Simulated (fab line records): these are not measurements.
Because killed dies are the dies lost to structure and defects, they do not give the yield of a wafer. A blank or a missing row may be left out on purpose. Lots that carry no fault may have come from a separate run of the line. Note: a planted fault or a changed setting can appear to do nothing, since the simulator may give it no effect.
2 desks, one fault || flow sky130 || every desk sees just its own numbers, and what lay behind them comes last

== THE METROLOGY DESK ==
Means of the sampled wafers that have a number, per lot and without regard to the tool the lot ran on: this is what the gauges read. If a lot's mean is further than 4 standard deviations from the usual mean, the lot is out of limits and carries the mark OUT (the distance appears in the brackets).
Columns: A = VIA3_OVL at SKY_VIA3_OVL_MEAS_13, usual -6 nm; B = CAP2M_CVD_00_THK at SKY_CAP2M_THK_MEAS_01, usual 15.57 nm
{"lot": "L417", "first seen here": "day 40 20:15", "A": -3, "B": 15.21}
{"lot": "L418", "first seen here": "day 41 12:37", "A": -21, "B": 15.77}
{"lot": "L420", "first seen here": "day 41 16:35", "A": -3, "B": 15.63}
{"lot": "L419", "first seen here": "day 41 20:49", "A": -5, "B": 15.75}
{"lot": "L421", "first seen here": "day 42 01:12", "A": -1, "B": 15.71}
{"lot": "L423", "first seen here": "day 42 15:56", "A": -2, "B": "14.57 (-4.2) OUT"}
{"lot": "L426", "first seen here": "day 43 14:40", "A": -0, "B": "14.23 (-5.6) OUT"}
{"lot": "L427", "first seen here": "day 44 00:17", "A": -18, "B": 15.39}
{"lot": "L432", "first seen here": "day 44 22:47", "A": -4, "B": 15.95}
{"lot": "L433", "first seen here": "day 45 01:00", "A": -3, "B": 15.60}
{"lot": "L435", "first seen here": "day 45 11:17", "A": -11, "B": 15.60}
This desk finds L423, L426 out of limits, with the earliest case on L423 at day 42 17:31 (CAP2M_CVD_00_THK at SKY_CAP2M_THK_MEAS_01). Within limits: L417, L418, L420, L419, L421, L427, L432, L433, L435.

== TOOL OWNER'S DESK, pecvd-03 ==
The tool's own readings at SKY_CAP2M_CVD_00 (deposits SiO2, target thk 15.5 nm): means of the sampled wafers that have a number, for each lot that ran on this tool. If a lot's mean is further than 4 standard deviations from the usual mean, the lot is out of limits and carries the mark OUT (the distance appears in the brackets).
Columns: A = heater-power-w at SKY_CAP2M_CVD_00, usual 697 W
{"lot": "L417", "first seen here": "day 40 21:49", "A": 587}
{"lot": "L420", "first seen here": "day 41 18:09", "A": 656}
{"lot": "L423", "first seen here": "day 42 17:30", "A": 605}
{"lot": "L426", "first seen here": "day 43 16:23", "A": 660}
Finding of this desk: none of the 4 lots has anything out of limits.

== BROUGHT TOGETHER ==
On L423, L426, the metrology desk was in a position to raise an alarm at day 42 17:31.
The desk of the tool owner found nothing out of limits.
Tool owner's desk: L423, L426 on record, inside its limits.
The lots listed all ran SKY_CAP2M_CVD_00 on pecvd-03.

== WHAT THE SIMULATOR PUT IN ==
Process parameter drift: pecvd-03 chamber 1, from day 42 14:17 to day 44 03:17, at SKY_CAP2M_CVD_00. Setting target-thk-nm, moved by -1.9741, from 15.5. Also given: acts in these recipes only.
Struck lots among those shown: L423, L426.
Delay in hours, fault start to first out-of-limits reading, per desk: metrology desk 3.
